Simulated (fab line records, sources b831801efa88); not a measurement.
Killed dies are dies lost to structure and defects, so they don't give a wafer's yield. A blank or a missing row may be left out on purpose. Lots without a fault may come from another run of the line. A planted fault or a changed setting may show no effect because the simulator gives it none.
A struck lot beside a sound one | flow sky130 | 22 steps out of a route of 708
Sound: wafers L263.1, L263.3, L263.5. Struck: wafers L250.1, L250.2, L250.4. The cause comes at the end.
At each step with rows: each side's tool, then ch and its chambers, then its first start. Under that, the readings that differ: sound wafers | struck wafers | difference of the means | sigmas: that difference in standard deviations of wafers without a fault.
alike: readings whose means differ by less than 2 such deviations, and words and numbers that are the same on both sides. not compared: withheld readings, readings that some wafer has no value for, bounds like >300 that may hide the same value, and numbers for which the record gives no deviation and whose values overlap.
The two part at a step that has a row with sigmas, a row that says differs or no value, or rows on one side only. Numbers that don't overlap but have no deviation are shown without sigmas and don't part them. A reading that every wafer of one side lacks parts them only if that side has two wafers or more.

SKY_POLY_GATE_THK_MEAS_21:
  sound on film_metro-04, day 22 16:20; struck on film_metro-01, day 18 01:52
  alike: POLY_GATE_OXIDATION_THK
SKY_POLY_GATE_CD_MEAS_22:
  sound on cd_sem-02, day 22 16:23; struck on cd_sem-02, day 18 01:56
  alike: cd_nm
then, 7 steps without rows for these wafers: SKY_LDD_N_DEHYDRATE_00 (time 60 s); SKY_LDD_N_HMDS_01 (prime time 60 s); SKY_LDD_N_COAT_02 (resist thk 300 nm); SKY_LDD_N_SOFTBAKE_03 (time 60 s); SKY_LDD_N_EXPOSE_04 (exposes mask NTM, target cd 840 nm); SKY_LDD_N_PEB_05; SKY_LDD_N_DEVELOP_06 (develop time 60 s).
SKY_LDD_N_OVL_MEAS_07:
  sound on overlay-02, day 23 21:47; struck on overlay-02, day 19 08:23
  alike: LDD_N_OVL
then, 2 steps without rows for these wafers: SKY_LDD_N_IMPLANT_08; SKY_LDD_N_IMPLANT_09.
SKY_LDD_N_IMPLANT_10:
  sound on implanter-01 ch 0, day 23 22:07; struck on implanter-01 ch 0, day 19 09:02
then, 5 steps without rows for these wafers: SKY_LDD_N_IMPLANT_11; SKY_LDD_N_IMPLANT_12; SKY_LDD_N_IMPLANT_13; SKY_LDD_N_IMPLANT_14; SKY_LDD_N_IMPLANT_15.
SKY_LDD_N_STRIP_16: strips in O2/N2.
  sound on plasma_asher-03 ch 0, day 23 23:01; struck on plasma_asher-01 ch 0,1, day 19 10:02
  reading                      | sound             | struck            | difference | sigmas
  strip_time_to_endpoint_s (s) | 4.306 4.302 4.294 | 4.519 4.532 4.512 | +0.220     | +14
  alike: drypump_motor_current_A, oes_product_au
  not compared: rf_hours_counter_h
SKY_LDD_N_TW_MEAS_17:
  sound on film_metro-02, day 23 23:07; struck on film_metro-02, day 19 10:08
  reading  | sound          | struck         | difference | sigmas
  LDD_N_TW | 2605 2587 2602 | 2715 2703 2750 | +125       | +4
then, 1 step without rows for these wafers: SKY_LDD_P_DEHYDRATE_00 (time 60 s).
-- the record jumps here: 27 days lie between the struck wafers' starts before and after (it left off in module LDD_P and takes up again in module PAD_OPEN, whose first step shown is number 708 of the route) --
SKY_PAD_OPEN_PROBE_99:
  sound on prober-02, day 49 15:11; struck on prober-01, day 46 17:43
  reading                                    | sound                | struck               | difference | sigmas
  model.etest.tip_n.rs_ohm_sq                | 446.3 443.5 448.3    | 396.3 393.9 392.9    | -51.7      |
  model.etest.nfet_01v8_swapped.vt_sat_v (V) | 0.6701 0.6647 0.6711 | 0.6485 0.6589 0.6535 | -0.0150    |
  model.etest.nfet_01v8_turned.vt_sat_v (V)  | 0.6635 0.6639 0.667  | 0.6497 0.662 0.6549  | -0.0093    |
  model.etest.nfet_01v8_lvt.vt_v (V)         | 0.6306 0.6198 0.6307 | 0.6121 0.6197 0.6169 | -0.0108    |
  alike: killed_at_M0_to_M3, killed_at_M4_up, killed_at_contacts, killed_at_front_end, killed_at_other, killed_dies, killed_open, killed_short

WHERE THEY PART
First at SKY_LDD_N_STRIP_16; last, within this record, at SKY_LDD_N_TW_MEAS_17. Later steps at which nothing parts them and some readings are alike: SKY_PAD_OPEN_PROBE_99.

WHY: what the simulator had put in
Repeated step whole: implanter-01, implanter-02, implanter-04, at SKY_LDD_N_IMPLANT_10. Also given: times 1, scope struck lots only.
